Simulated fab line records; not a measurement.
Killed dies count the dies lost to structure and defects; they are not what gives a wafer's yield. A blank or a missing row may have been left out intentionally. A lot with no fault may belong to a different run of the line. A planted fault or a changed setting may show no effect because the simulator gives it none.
fab line records + flow gf180mcu
record
- lots=6
- wafers=18
- lastDay=34
route steps=602 shown V3@440 M4@456
lots that met no fault: taken from a fault-free run of the same line
startH: start of the lot's first displayed wafer, in hours after the record's first day + waitH: hours since the lot's step before + " as in the row above + L1.1+2: a single row standing in for several wafers + - no value, or no start given + * or withheld: withheld + < > ~ a bound
route shown NAME@n: names a module that has steps shown in the file, with the first one's number in the route + usual: the fault-free wafers' mean and standard deviation + same: alike in all rows + chamber/n: place in a boat + sites: per-site readings + _std_site: the standard deviation of these + _edge_site: outer sites' mean less inner sites' + radiusMm: how far each site lies from the wafer's centre + mask NAME#n: copy n + behind: tool/chamber where the wafer was last shaped + hold: why the lot was held/for how many hours/how that ended + device: the n, p or np transistor that did not switch + end of line: tests run on the same wafers once the route is complete + a step without rows: its recipe alone + killed: not the wafer's yield, but the dies lost to structure and defects at the first sort + map: the dies of a wafer, with x for killed, . for not killed, _ for no die there
set.NAME: the setting that was run; set.NAME@STEP: the one run at that earlier step + model.NAME: the simulator's own value behind a step, which no gauge read
lots at selected steps of the route; one table per step, one row per wafer
services: when a tool's chamber went out of use (startH, in hours from the record's first day, below 0 if earlier), for how many hours, and the reason
## steps
# step GF_V3_EXPOSE_11
# recipe
- maskId=Via3
- targetCdNm=260
- na=0.68
- sourceShape=conventional
- sigmaOuter=0.6
- doseMj=38
# step GF_V3_PEB_12
# recipe
- pebTempC=135
- pebTimeS=90
- resist=KrF
# step GF_V3_DEVELOP_13
# recipe
- developTimeS=60
- resist=KrF
- devTempC=21
# step GF_V3_CD_MEAS_14
# recipe
- targetCdNm=260
# usual
- cdNm=259.8/1.1
| lot.wafer | tool     | chamber | startH | waitH | cdNm  |
|-----------|----------|---------|--------|-------|-------|
| L121.1    | cdSem-01 | -       | 529.60 | 0.1   | 259.9 |
| L121.2    | "        | -       | "      | "     | 258.8 |
| L121.4    | "        | -       | "      | "     | 258.3 |
| L126.2    | cdSem-02 | -       | 585.65 | 0.1   | 259.4 |
| L126.3    | "        | -       | "      | "     | 260.0 |
| L126.5    | "        | -       | "      | "     | 259.1 |
| L129.3    | cdSem-02 | -       | 600.62 | 0.1   | 260.1 |
| L129.4    | "        | -       | "      | "     | 259.4 |
| L129.6    | "        | -       | "      | "     | 259.0 |
| L137.3    | cdSem-01 | -       | 652.24 | 0.1   | 260.7 |
| L137.5    | "        | -       | "      | "     | 262.1 |
| L137.6    | "        | -       | "      | "     | 261.8 |
| L140.3    | cdSem-02 | -       | 673.70 | 0.1   | 260.6 |
| L140.4    | "        | -       | "      | "     | 259.4 |
| L140.5    | "        | -       | "      | "     | 259.3 |
| L141.2    | cdSem-01 | -       | 680.87 | 0.1   | 257.2 |
| L141.3    | "        | -       | "      | "     | 257.7 |
| L141.4    | "        | -       | "      | "     | 258.3 |
# step GF_V3_OVL_MEAS_15
# usual
- V3_OVL=-4/5.2
| lot.wafer | tool       | chamber | startH | waitH | V3_OVL[nm] |
|-----------|------------|---------|--------|-------|------------|
| L121.1    | overlay-01 | -       | 529.72 | 0.1   | -9         |
| L121.2    | "          | -       | "      | "     | -9         |
| L121.4    | "          | -       | "      | "     | -7         |
| L126.2    | overlay-01 | -       | 585.76 | 0.1   | -2         |
| L126.3    | "          | -       | "      | "     | -2         |
| L126.5    | "          | -       | "      | "     | 2          |
| L129.3    | overlay-01 | -       | 600.72 | 0.1   | -7         |
| L129.4    | "          | -       | "      | "     | -3         |
| L129.6    | "          | -       | "      | "     | -4         |
| L137.3    | overlay-01 | -       | 652.33 | 0.1   | -3         |
| L137.5    | "          | -       | "      | "     | -6         |
| L137.6    | "          | -       | "      | "     | -6         |
| L140.3    | overlay-01 | -       | 673.79 | 0.1   | -3         |
| L140.4    | "          | -       | "      | "     | -4         |
| L140.5    | "          | -       | "      | "     | 4          |
| L141.2    | overlay-02 | -       | 680.98 | 0.1   | -5         |
| L141.3    | "          | -       | "      | "     | -11        |
| L141.4    | "          | -       | "      | "     | -12        |
# step GF_V3_ETCH_16
# recipe
- chemistry=N2/H2
- targetDepthA=withheld
- overetchA=withheld
- timeS=withheld
- target=BARC
- ionEnergyEv=200
- sourceW=500
- biasW=100
- pressureMtorr=30
- n2FlowSccm=100
- h2FlowSccm=200
# usual
- chamberPressureMTorr=29.999/0.029
- drypumpMotorCurrentA=5.7/0.48
- oesProductAu=0.855/0.0048
- throttleValvePct=13.225/0.0096
| lot.wafer | tool       | chamber | startH | waitH | chamberPressureMTorr | drypumpMotorCurrentA | oesProductAu | throttleValvePct |
|-----------|------------|---------|--------|-------|----------------------|----------------------|--------------|------------------|
| L121.1    | rieDiel-03 | 2       | 529.76 | 0.0   | 30.030               | 4.9                  | 0.848        | 13.226           |
| L121.2    | "          | 1       | "      | "     | 30.027               | 5.3                  | 0.857        | 13.245           |
| L121.4    | "          | 0       | "      | "     | 29.998               | 6.1                  | 0.856        | 13.218           |
| L126.2    | rieDiel-03 | 2       | 585.79 | 0.0   | 30.021               | 4.9                  | 0.852        | 13.234           |
| L126.3    | "          | 1       | "      | "     | 29.992               | 5.3                  | 0.850        | 13.236           |
| L126.5    | "          | 1       | "      | "     | 30.024               | 5.3                  | 0.849        | 13.239           |
| L129.3    | rieDiel-04 | 3       | 600.74 | 0.0   | 29.940               | 6.1                  | 0.850        | 13.228           |
| L129.4    | "          | 2       | "      | "     | 30.014               | 6.0                  | 0.854        | 13.239           |
| L129.6    | "          | 0       | "      | "     | 29.991               | 5.5                  | 0.857        | 13.218           |
| L137.3    | rieDiel-02 | 3       | 652.36 | 0.0   | 29.924               | 5.8                  | 0.857        | 13.239           |
| L137.5    | "          | 3       | "      | "     | 29.993               | 5.8                  | 0.848        | 13.238           |
| L137.6    | "          | 2       | "      | "     | 29.971               | 6.7                  | 0.849        | 13.235           |
| L140.3    | rieDiel-03 | 2       | 673.82 | 0.0   | 30.036               | 4.9                  | 0.857        | 13.220           |
| L140.4    | "          | 0       | "      | "     | 29.982               | 6.1                  | 0.855        | 13.231           |
| L140.5    | "          | 2       | "      | "     | 29.940               | 4.9                  | 0.857        | 13.219           |
| L141.2    | rieDiel-02 | 2       | 681.01 | 0.0   | 29.995               | 6.7                  | 0.853        | 13.217           |
| L141.3    | "          | 1       | "      | "     | 30.011               | 5.7                  | 0.850        | 13.231           |
| L141.4    | "          | 0       | "      | "     | 29.995               | 5.6                  | 0.860        | 13.210           |
# step GF_V3_ETCH_17
# recipe
- chemistry=C4F8/O2/Ar
- maskMaterial=KrF
- target=SiO2
- stopOn=TiN
- sourceW=1500
- biasW=1200
- pressureMtorr=40
- c4f8FlowSccm=withheld
- O2_flow_sccm=6
- Ar_flow_sccm=300
- timeS=withheld
- targetDepthA=6350
# usual
- chamberPressureMTorr=40.00/0.042
- oesProductAu=0.856/0.0044
| lot.wafer | tool       | chamber | startH | waitH | chamberPressureMTorr | oesProductAu |
|-----------|------------|---------|--------|-------|----------------------|--------------|
| L121.1    | rieDiel-03 | 2       | -      | -     | 40.08                | 0.857        |
| L121.2    | "          | 1       | "      | "     | 39.97                | 0.854        |
| L121.4    | "          | 0       | "      | "     | 40.00                | 0.854        |
| L126.2    | rieDiel-03 | 2       | -      | -     | 39.94                | 0.853        |
| L126.3    | "          | 1       | "      | "     | 40.04                | 0.855        |
| L126.5    | "          | 1       | "      | "     | 39.95                | 0.858        |
| L129.3    | rieDiel-04 | 3       | -      | -     | 40.04                | 0.855        |
| L129.4    | "          | 2       | "      | "     | 40.04                | 0.865        |
| L129.6    | "          | 0       | "      | "     | 40.06                | 0.853        |
| L137.3    | rieDiel-02 | 3       | -      | -     | 39.97                | 0.857        |
| L137.5    | "          | 3       | "      | "     | 40.03                | 0.860        |
| L137.6    | "          | 2       | "      | "     | 39.93                | 0.850        |
| L140.3    | rieDiel-03 | 2       | -      | -     | 40.02                | 0.849        |
| L140.4    | "          | 0       | "      | "     | 40.01                | 0.854        |
| L140.5    | "          | 2       | "      | "     | 40.06                | 0.858        |
| L141.2    | rieDiel-02 | 2       | -      | -     | 39.96                | 0.860        |
| L141.3    | "          | 1       | "      | "     | 40.00                | 0.854        |
| L141.4    | "          | 0       | "      | "     | 40.03                | 0.861        |
# step GF_V3_STRIP_18
# recipe
- chemistry=O2/N2
- powerW=1400
- pressureMtorr=1500
- platenTempC=250
- o2FlowSccm=3000
- n2FlowSccm=300
- overashFraction=0.5
# usual
- chamberPressureMTorr=1500.1/1.5
- drypumpMotorCurrentA=5.6/0.4
- heaterPowerW=323/34
- oesProductAu=0.593/0.0045
| lot.wafer | tool           | chamber | startH | waitH | chamberPressureMTorr | drypumpMotorCurrentA | heaterPowerW | oesProductAu | rfHoursCounterH |
|-----------|----------------|---------|--------|-------|----------------------|----------------------|--------------|--------------|-----------------|
| L121.1    | plasmaAsher-01 | 1       | 529.89 | -     | 1499.6               | 5.4                  | 339          | 0.590        | 75              |
| L121.2    | "              | 0       | "      | "     | 1499.4               | 5.6                  | 351          | 0.600        | 75              |
| L121.4    | "              | 0       | "      | "     | 1501.2               | 5.6                  | 355          | 0.590        | -               |
| L126.2    | plasmaAsher-04 | 0       | 585.92 | -     | 1498.8               | 5.4                  | 280          | 0.589        | 49              |
| L126.3    | "              | 1       | "      | "     | 1498.2               | 5.3                  | 287          | 0.591        | -               |
| L126.5    | "              | 1       | "      | "     | 1499.7               | 5.3                  | 291          | 0.595        | -               |
| L129.3    | plasmaAsher-01 | 1       | 600.90 | -     | 1499.0               | 5.4                  | 342          | 0.588        | -               |
| L129.4    | "              | 0       | "      | "     | 1500.4               | 5.6                  | 355          | 0.592        | -               |
| L129.6    | "              | 1       | "      | "     | 1499.7               | 5.4                  | 344          | 0.596        | -               |
| L137.3    | plasmaAsher-04 | 0       | 652.52 | -     | 1496.6               | 5.4                  | 278          | 0.596        | -               |
| L137.5    | "              | 1       | "      | "     | 1500.0               | 5.3                  | 291          | 0.587        | -               |
| L137.6    | "              | 0       | "      | "     | 1501.0               | 5.4                  | 283          | 0.594        | -               |
| L140.3    | plasmaAsher-01 | 0       | 673.98 | -     | 1498.3               | 5.5                  | 338          | 0.594        | -               |
| L140.4    | "              | 1       | "      | "     | 1500.4               | 5.4                  | 333          | 0.590        | -               |
| L140.5    | "              | 1       | "      | "     | 1500.2               | 5.4                  | 326          | 0.591        | -               |
| L141.2    | plasmaAsher-04 | 0       | 681.13 | -     | 1500.9               | 5.4                  | 287          | 0.593        | 59              |
| L141.3    | "              | 0       | "      | "     | 1501.4               | 5.4                  | 289          | 0.594        | -               |
| L141.4    | "              | 1       | "      | "     | 1498.5               | 5.3                  | 287          | 0.596        | -               |
# step GF_V3_STRIP_19
# recipe
- chemistry=postEtchResidueRemover
- timeS=1200
- tempC=72.5
# step GF_V3_CLEAN_20
# recipe
- chemistry=DIW
- dry=n2Spin
# step GF_V3_SPUTTER_21
# recipe
- material=Ti
- targetThkNm=15
- chamberPressurePa=5
- powerW=2500
- substrateTempC=200
- timeS=80.02
# usual
- throttleValvePct=30.2/1.1
| lot.wafer | tool          | chamber | startH | waitH | throttleValvePct |
|-----------|---------------|---------|--------|-------|------------------|
| L121.1    | pvdSputter-04 | -       | 530.45 | 0.0   | 31.5             |
| L121.2    | "             | -       | "      | "     | 28.8             |
| L121.4    | "             | -       | "      | "     | 29.5             |
| L126.2    | pvdSputter-02 | -       | 586.52 | 0.0   | 32.6             |
| L126.3    | "             | -       | "      | "     | 29.5             |
| L126.5    | "             | -       | "      | "     | 30.4             |
| L129.3    | pvdSputter-04 | -       | 601.40 | 0.0   | 29.5             |
| L129.4    | "             | -       | "      | "     | 28.7             |
| L129.6    | "             | -       | "      | "     | 28.8             |
| L137.3    | pvdSputter-02 | -       | 653.04 | 0.0   | 32.8             |
| L137.5    | "             | -       | "      | "     | 30.1             |
| L137.6    | "             | -       | "      | "     | 29.7             |
| L140.3    | pvdSputter-04 | -       | 674.48 | 0.0   | 29.8             |
| L140.4    | "             | -       | "      | "     | 31.6             |
| L140.5    | "             | -       | "      | "     | 31.5             |
| L141.2    | pvdSputter-04 | -       | 681.67 | 0.0   | 31.8             |
| L141.3    | "             | -       | "      | "     | 29.8             |
| L141.4    | "             | -       | "      | "     | 29.4             |
# step GF_V3_SPUTTER_22
# recipe
- material=TiN
- targetThkNm=10
- chamberPressurePa=5
- powerW=4000
- timeS=40
# step GF_V3_CVD_23
# recipe
- material=W
- targetThkNm=350
- timeS=104.9
- tempC=400
- pressureTorr=40
# usual
- heaterPowerW=862/83
- susceptorTempC=400.01/0.21
| lot.wafer | tool    | chamber | startH | waitH | heaterPowerW | susceptorTempC | model.W_of_V3_CVD_23.thkNm |
|-----------|---------|---------|--------|-------|--------------|----------------|----------------------------|
| L121.1    | cvdW-01 | 0       | 530.55 | 0.0   | 791          | 399.99         | 346.1                      |
| L121.2    | "       | 1       | "      | "     | 776          | 400.01         | 349.9                      |
| L121.4    | "       | 0       | "      | "     | 788          | 399.94         | 348.4                      |
| L126.2    | cvdW-02 | 0       | 586.62 | 0.0   | 979          | 399.96         | 212.6                      |
| L126.3    | "       | 0       | "      | "     | 965          | 400.04         | 347.7                      |
| L126.5    | "       | 1       | "      | "     | 920          | 400.35         | 350.9                      |
| L129.3    | cvdW-02 | 0       | 601.54 | 0.1   | 964          | 400.10         | 354.3                      |
| L129.4    | "       | 1       | "      | "     | 914          | 400.09         | 347.4                      |
| L129.6    | "       | 1       | "      | "     | 923          | 400.38         | 214.9                      |
| L137.3    | cvdW-01 | 0       | 653.17 | 0.1   | 797          | 400.13         | 349.2                      |
| L137.5    | "       | 1       | "      | "     | 777          | 400.24         | 352.9                      |
| L137.6    | "       | 0       | "      | "     | 782          | 400.00         | 351                        |
| L140.3    | cvdW-02 | 0       | 674.62 | 0.1   | 979          | 399.89         | 346.2                      |
| L140.4    | "       | 1       | "      | "     | 900          | 400.31         | 346.8                      |
| L140.5    | "       | 1       | "      | "     | 905          | 400.22         | 343.9                      |
| L141.2    | cvdW-02 | 0       | 681.77 | 0.0   | 979          | 399.97         | 348.8                      |
| L141.3    | "       | 1       | "      | "     | 920          | 400.19         | 349.2                      |
| L141.4    | "       | 0       | "      | "     | 992          | 399.71         | 347.1                      |
# step GF_V3_RS_MEAS_24
# recipe
- thkMeasGauge=four-point-probe
- reads=W_of_V3_CVD_23+TiN_of_V3_SPUTTER_22+Ti_of_V3_SPUTTER_21
# usual
- V3_W_RS=0.328/0.0041
| lot.wafer | tool         | chamber | startH | waitH | V3_W_RS[ohm/sq] |
|-----------|--------------|---------|--------|-------|-----------------|
| L121.1    | filmMetro-02 | -       | 530.66 | 0.1   | 0.331           |
| L121.2    | "            | -       | "      | "     | 0.327           |
| L121.4    | "            | -       | "      | "     | 0.328           |
| L126.2    | filmMetro-04 | -       | 586.75 | 0.1   | 0.542           |
| L126.3    | "            | -       | "      | "     | 0.329           |
| L126.5    | "            | -       | "      | "     | 0.327           |
| L129.3    | filmMetro-01 | -       | 601.65 | 0.1   | 0.324           |
| L129.4    | "            | -       | "      | "     | 0.331           |
| L129.6    | "            | -       | "      | "     | 0.538           |
| L137.3    | filmMetro-02 | -       | 653.29 | 0.1   | 0.327           |
| L137.5    | "            | -       | "      | "     | 0.324           |
| L137.6    | "            | -       | "      | "     | 0.326           |
| L140.3    | filmMetro-02 | -       | 674.73 | 0.1   | 0.331           |
| L140.4    | "            | -       | "      | "     | 0.330           |
| L140.5    | "            | -       | "      | "     | 0.332           |
| L141.2    | filmMetro-02 | -       | 681.90 | 0.1   | 0.328           |
| L141.3    | "            | -       | "      | "     | 0.328           |
| L141.4    | "            | -       | "      | "     | 0.330           |
# step GF_V3_THK_MEAS_25
# recipe
- thkMeasGauge=xrf
- reads=W_of_V3_CVD_23
# usual
- V3_W_THK=351/4.3
| lot.wafer | tool         | chamber | startH | waitH | V3_W_THK[nm] |
|-----------|--------------|---------|--------|-------|--------------|
| L121.1    | filmMetro-02 | -       | 530.78 | 0.1   | 351          |
| L121.2    | "            | -       | "      | "     | 352          |
| L121.4    | "            | -       | "      | "     | 351          |
| L126.2    | filmMetro-04 | -       | 586.86 | 0.1   | 214          |
| L126.3    | "            | -       | "      | "     | 348          |
| L126.5    | "            | -       | "      | "     | 351          |
| L129.3    | filmMetro-01 | -       | 601.75 | 0.1   | 358          |
| L129.4    | "            | -       | "      | "     | 349          |
| L129.6    | "            | -       | "      | "     | 214          |
| L137.3    | filmMetro-02 | -       | 653.39 | 0.1   | 356          |
| L137.5    | "            | -       | "      | "     | 361          |
| L137.6    | "            | -       | "      | "     | 356          |
| L140.3    | filmMetro-02 | -       | 674.83 | 0.1   | 351          |
| L140.4    | "            | -       | "      | "     | 350          |
| L140.5    | "            | -       | "      | "     | 348          |
| L141.2    | filmMetro-02 | -       | 682.01 | 0.1   | 355          |
| L141.3    | "            | -       | "      | "     | 353          |
| L141.4    | "            | -       | "      | "     | 350          |
# step GF_V3_CMP_26
# recipe
- stopOn=SiO2
- downForcePsi=3.5
- platenRpm=60
- tOverpolishS=15
- targetThkNm=0
- padVelocityMS=0.94248
# usual
- motorCurrentA=10.7/0.74
- slurryFilterDpKPa=13.50/0.14
- timeToEndpointS=85/3.9
| lot.wafer | tool   | chamber | startH | waitH | motorCurrentA | slurryFilterDpKPa | timeToEndpointS |
|-----------|--------|---------|--------|-------|---------------|-------------------|-----------------|
| L121.1    | cmp-02 | 2       | 530.84 | 0.1   | 11.6          | 13.51             | 86              |
| L121.2    | "      | 3       | "      | "     | 12.0          | 13.21             | 88              |
| L121.4    | "      | 1       | "      | "     | 10.6          | 13.48             | 83              |
| L126.2    | cmp-01 | 1       | 586.96 | 0.1   | 9.7           | 13.15             | 49              |
| L126.3    | "      | 2       | "      | "     | 10.0          | 13.46             | 82              |
| L126.5    | "      | 0       | "      | "     | 10.3          | 13.37             | 87              |
| L129.3    | cmp-01 | 0       | 601.84 | 0.1   | 10.1          | 13.26             | 90              |
| L129.4    | "      | 2       | "      | "     | 10.7          | 13.52             | 84              |
| L129.6    | "      | 3       | "      | "     | 11.3          | 13.61             | 52              |
| L137.3    | cmp-01 | 0       | 653.58 | 0.2   | 10.4          | 13.48             | 90              |
| L137.5    | "      | 1       | "      | "     | 9.8           | 13.34             | 83              |
| L137.6    | "      | 2       | "      | "     | 11.0          | 13.43             | 85              |
| L140.4    | cmp-01 | 2       | 674.92 | 0.1   | 10.7          | 13.52             | 85              |
| L140.3    | "      | 0       | "      | "     | 9.5           | 13.50             | 88              |
| L140.5    | "      | 1       | "      | "     | 10.0          | 13.57             | 80              |
| L141.4    | cmp-01 | 2       | 682.06 | 0.0   | 10.4          | 13.78             | 84              |
| L141.3    | "      | 3       | "      | "     | 11.0          | 13.59             | 83              |
| L141.2    | "      | 1       | "      | "     | 10.0          | 13.60             | 84              |
# step GF_M4_SPUTTER_00
# recipe
- material=Ti
- targetThkNm=37.5
- arrivingIonEnergyEv=80
- substrateTempC=200
- chamberPressurePa=2
- powerW=4000
- timeS=150
# usual
- throttleValvePct=30.0/1.2
| lot.wafer | tool          | chamber | startH | waitH | throttleValvePct |
|-----------|---------------|---------|--------|-------|------------------|
| L121.1    | pvdSputter-01 | -       | 531.14 | 0.2   | 30.0             |
| L121.2    | "             | -       | "      | "     | 30.6             |
| L121.4    | "             | -       | "      | "     | 29.1             |
| L126.2    | pvdSputter-01 | -       | 587.21 | 0.2   | 30.0             |
| L126.3    | "             | -       | "      | "     | 30.6             |
| L126.5    | "             | -       | "      | "     | 30.4             |
| L129.3    | pvdSputter-03 | -       | 602.09 | 0.2   | 31.5             |
| L129.4    | "             | -       | "      | "     | 31.6             |
| L129.6    | "             | -       | "      | "     | 31.6             |
| L137.3    | pvdSputter-04 | -       | 653.73 | 0.1   | 29.9             |
| L137.5    | "             | -       | "      | "     | 29.6             |
| L137.6    | "             | -       | "      | "     | 28.7             |
| L140.3    | pvdSputter-03 | -       | 675.17 | 0.1   | 27.4             |
| L140.4    | "             | -       | "      | "     | 31.5             |
| L140.5    | "             | -       | "      | "     | 27.9             |
| L141.2    | pvdSputter-03 | -       | 682.36 | 0.1   | 30.5             |
| L141.3    | "             | -       | "      | "     | 27.8             |
| L141.4    | "             | -       | "      | "     | 31.7             |
## services
| tool           | chamber | startH | hours | kind   |
|----------------|---------|--------|-------|--------|
| plasmaAsher-04 | -       | 508.27 | 17.1  | repair |
| cmp-02         | -       | 514.07 | 0.3   | repair |
| cvdW-01        | -       | 516.56 | 2.3   | repair |
| rieDiel-03     | -       | 555.13 | 28.1  | pm     |
| cmp-02         | -       | 572.00 | 4.0   | pm     |
| rieDiel-04     | -       | 578.12 | 10.9  | repair |
| rieDiel-03     | 2       | 588.51 | 30.4  | repair |
| cmp-01         | -       | 590.85 | 2.1   | repair |
| rieDiel-03     | 1       | 598.41 | 11.7  | repair |
| cvdW-01        | -       | 598.70 | 1.9   | repair |
| cvdW-02        | 1       | 602.86 | 9.9   | repair |
| cvdW-01        | -       | 605.22 | 1.0   | repair |
| cvdW-02        | -       | 619.48 | 0.5   | repair |
| pvdSputter-02  | -       | 623.37 | 4.4   | repair |
| pvdSputter-02  | -       | 628.58 | 6.3   | repair |
| pvdSputter-01  | -       | 636.76 | 1.4   | repair |
| rieDiel-02     | 2       | 637.44 | 5.2   | repair |
| cmp-01         | -       | 643.00 | 4.1   | pm     |
| rieDiel-04     | -       | 650.37 | 2.8   | pm     |
| plasmaAsher-04 | -       | 670.52 | 4.8   | repair |
| rieDiel-02     | 3       | 672.88 | 9.9   | repair |
| rieDiel-02     | -       | 676.60 | 2.9   | repair |
| cmp-01         | -       | 677.84 | 1.7   | repair |
| rieDiel-02     | -       | 678.99 | 0.5   | repair |
## key
firstSign
- step=GF_V3_RS_MEAS_24
- reading=V3_W_RS
- direction=up
- sigmas=51
- usual=0.328
- struck=0.540
effect
- step=GF_V3_THK_MEAS_25
- reading=V3_W_THK
- direction=down
- sigmas=32
- usual=351
- struck=214
effect
- step=GF_V3_CMP_26
- reading=timeToEndpointS
- direction=down
- sigmas=8.8
- usual=*
- struck=*
modelEffect
- step=GF_V3_CVD_23
- value=W_of_V3_CVD_23.thkNm
- without=348.5
- struck=213.8
metAt GF_V3_CVD_23
struckWafers L126.2,L129.6
fault
- kind=processParameterDrift
- tool=cvdW-02
- chamber=-
- onsetH=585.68
- steps=GF_V3_CVD_23
- channel=targetThkNm
- offset=-134.75
- shape=step
- endH=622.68
- scope=struckWafersOnly
- actsIn=theseRecipesOnly
- stated=350
